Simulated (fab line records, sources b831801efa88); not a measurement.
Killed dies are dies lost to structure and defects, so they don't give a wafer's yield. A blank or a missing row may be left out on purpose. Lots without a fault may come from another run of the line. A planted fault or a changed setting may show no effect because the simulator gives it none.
Which tool did it? | flow sky130 | 11 lots, 33 wafers sampled, at 4 steps of a route of 708

WHAT THE GAUGES READ, wafer by wafer
SKY_LI_CONTACT_THK_MEAS_01.
lot  | measured     | on            | LI_CONTACT_HDPCVD_THK (nm)
L515 | day 27 19:05 | film_metro-01 | 936 936 936
L516 | day 28 07:13 | film_metro-01 | 928 939 915
L519 | day 29 08:35 | film_metro-03 | 929 929 931
L520 | day 29 18:35 | film_metro-03 | 934 940 936
L521 | day 30 06:59 | film_metro-03 | 934 944 927
L522 | day 31 07:40 | film_metro-02 | 923 928 922
L525 | day 31 15:38 | film_metro-03 | 933 938 936
L529 | day 33 00:49 | film_metro-02 | 1295 1296 1295
L530 | day 33 07:47 | film_metro-02 | 1302 1301 1297
L532 | day 34 07:02 | film_metro-01 | 1302 1300 1298
L536 | day 35 01:40 | film_metro-02 | 940 915 936

WHICH TOOL RAN EACH LOT (tool, then ch and the chambers of the sampled wafers, then the start)
lot  | SKY_POLY_CUT_STRIP_12                | SKY_SD_N_STRIP_11                    | SKY_LI_CONTACT_HDPCVD_00
L515 | plasma_asher-03 ch 0,1, day 24 02:59 | plasma_asher-02 ch 0,1, day 27 18:13 | hdpcvd-01 ch 0,1,2, day 27 18:59
L516 | plasma_asher-01 ch 0,1, day 24 13:38 | plasma_asher-03 ch 0,1, day 28 06:21 | hdpcvd-01 ch 0,1,2, day 28 07:05
L519 | plasma_asher-03 ch 0,1, day 25 17:27 | plasma_asher-03 ch 0,1, day 29 07:43 | hdpcvd-01 ch 0,1,2, day 29 08:29
L520 | plasma_asher-03 ch 0,1, day 26 02:38 | plasma_asher-02 ch 0,1, day 29 17:43 | hdpcvd-02 ch 0,1,2, day 29 18:29
L521 | plasma_asher-01 ch 0,1, day 26 16:53 | plasma_asher-02 ch 0,1, day 30 06:07 | hdpcvd-02 ch 1,2, day 30 06:53
L522 | plasma_asher-01 ch 0,1, day 27 18:26 | plasma_asher-02 ch 0,1, day 31 06:47 | hdpcvd-01 ch 0,2, day 31 07:34
L525 | plasma_asher-02 ch 0,1, day 28 03:27 | plasma_asher-03 ch 0,1, day 31 14:46 | hdpcvd-02 ch 0,2, day 31 15:32
L529 | plasma_asher-01 ch 0,1, day 29 11:47 | plasma_asher-03 ch 0,1, day 32 23:56 | hdpcvd-01 ch 0,1,2, day 33 00:44
L530 | plasma_asher-03 ch 0, day 29 19:20   | plasma_asher-02 ch 1, day 33 06:55   | hdpcvd-01 ch 0,1, day 33 07:41
L532 | plasma_asher-02 ch 0,1, day 30 18:41 | plasma_asher-03 ch 1, day 34 06:10   | hdpcvd-01 ch 0,1,2, day 34 06:55
L536 | plasma_asher-03 ch 0,1, day 31 13:23 | plasma_asher-03 ch 0,1, day 35 00:49 | hdpcvd-02 ch 1,2, day 35 01:34
- SKY_POLY_CUT_STRIP_12: strips in O2/N2.
- SKY_SD_N_STRIP_11: strips in O2/N2.
- SKY_LI_CONTACT_HDPCVD_00: deposits PSG, target thk 930 nm, time 155 s.

WHAT THE TOOLS THEMSELVES READ (means of the sampled wafers that have a number; where no wafer has one, the mark that the record gives instead)
SKY_POLY_CUT_STRIP_12.
lot  | tool            | drypump_motor_current_A (A) | o2_flow_sccm (sccm) | oes_product_au (a.u.) | strip_time_to_endpoint_s (s)
L515 | plasma_asher-03 | 5.87                        | 2999                | 0.456                 | 5.377
L516 | plasma_asher-01 | 5.62                        | 3005                | 0.455                 | 5.378
L519 | plasma_asher-03 | 5.71                        | 2990                | 0.456                 | 5.348
L520 | plasma_asher-03 | 5.89                        | 2995                | 0.445                 | 5.358
L521 | plasma_asher-01 | 5.83                        | 2994                | 0.455                 | 5.377
L522 | plasma_asher-01 | 5.84                        | 2989                | 0.455                 | 5.341
L525 | plasma_asher-02 | 5.54                        | 2998                | 0.451                 | 5.352
L529 | plasma_asher-01 | 5.65                        | 3004                | 0.454                 | 5.360
L530 | plasma_asher-03 | 6.07                        | 3007                | 0.453                 | 5.374
L532 | plasma_asher-02 | 5.64                        | 3001                | 0.452                 | 5.337
L536 | plasma_asher-03 | 5.88                        | 2994                | 0.454                 | 5.371

SKY_SD_N_STRIP_11.
lot  | tool            | drypump_motor_current_A (A) | o2_flow_sccm (sccm) | oes_product_au (a.u.) | strip_time_to_endpoint_s (s)
L515 | plasma_asher-02 | 5.5                         | 3004                | 0.529                 | 22.50
L516 | plasma_asher-03 | 5.7                         | 2990                | 0.527                 | 22.56
L519 | plasma_asher-03 | 5.7                         | 3004                | 0.524                 | 22.54
L520 | plasma_asher-02 | 5.6                         | 3015                | 0.529                 | 22.61
L521 | plasma_asher-02 | 5.5                         | 3005                | 0.529                 | 22.50
L522 | plasma_asher-02 | 5.5                         | 2993                | 0.528                 | 22.51
L525 | plasma_asher-03 | 5.7                         | 3008                | 0.527                 | 22.54
L529 | plasma_asher-03 | 5.7                         | 3000                | 0.530                 | 22.55
L530 | plasma_asher-02 | 5.7                         | 2999                | 0.529                 | 22.56
L532 | plasma_asher-03 | 5.5                         | 3000                | 0.531                 | 22.53
L536 | plasma_asher-03 | 5.9                         | 2993                | 0.525                 | 22.55

THE ANSWER, worked out from the rows above alone
Rule: what is usual is taken from the lots themselves. Put in order of their means at a reading, lots are off if they are a third of the lots or fewer, leave a main group of 4 or more, and stand apart from it by a gap of 3 or more times the standard deviation of the main group's means; of several such gaps the widest counts. A main group whose means are all the same, to the digits that the tables above print for the reading, isn't used. A lot without any number at a reading at which 4 lots or more have one is off too. The other lots that the step has rows for count as sound. The gauges are gone through in route order, then the tools' own readings, and for those a lot's mean is taken as printed above. The first step at which some lot is off is used, and at that step the reading that is off furthest; a lot without a number counts as furthest.
Off: L529, L530, L532, at SKY_LI_CONTACT_THK_MEAS_01 (LI_CONTACT_HDPCVD_THK). The main group: mean 932 nm, standard deviation 4.3.
A tool fits if, at a process step before that reading, it ran every lot that is off, and no sound lot after the first of them. The gauges at SKY_LI_CONTACT_THK_MEAS_01 are tried like those tools. One fits: hdpcvd-01 at SKY_LI_CONTACT_HDPCVD_00. Its last sound lot is L522 (day 31 07:34), its first lot that is off L529 (day 33 00:44): a fault that began between those two fits.

WHAT THE SIMULATOR HAD PUT IN
Process parameter drift: hdpcvd-01, from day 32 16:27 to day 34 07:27, at SKY_LI_CONTACT_HDPCVD_00. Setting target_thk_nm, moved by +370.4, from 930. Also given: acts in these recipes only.
Lots struck among those shown: L529, L530, L532. The rule above found the same.
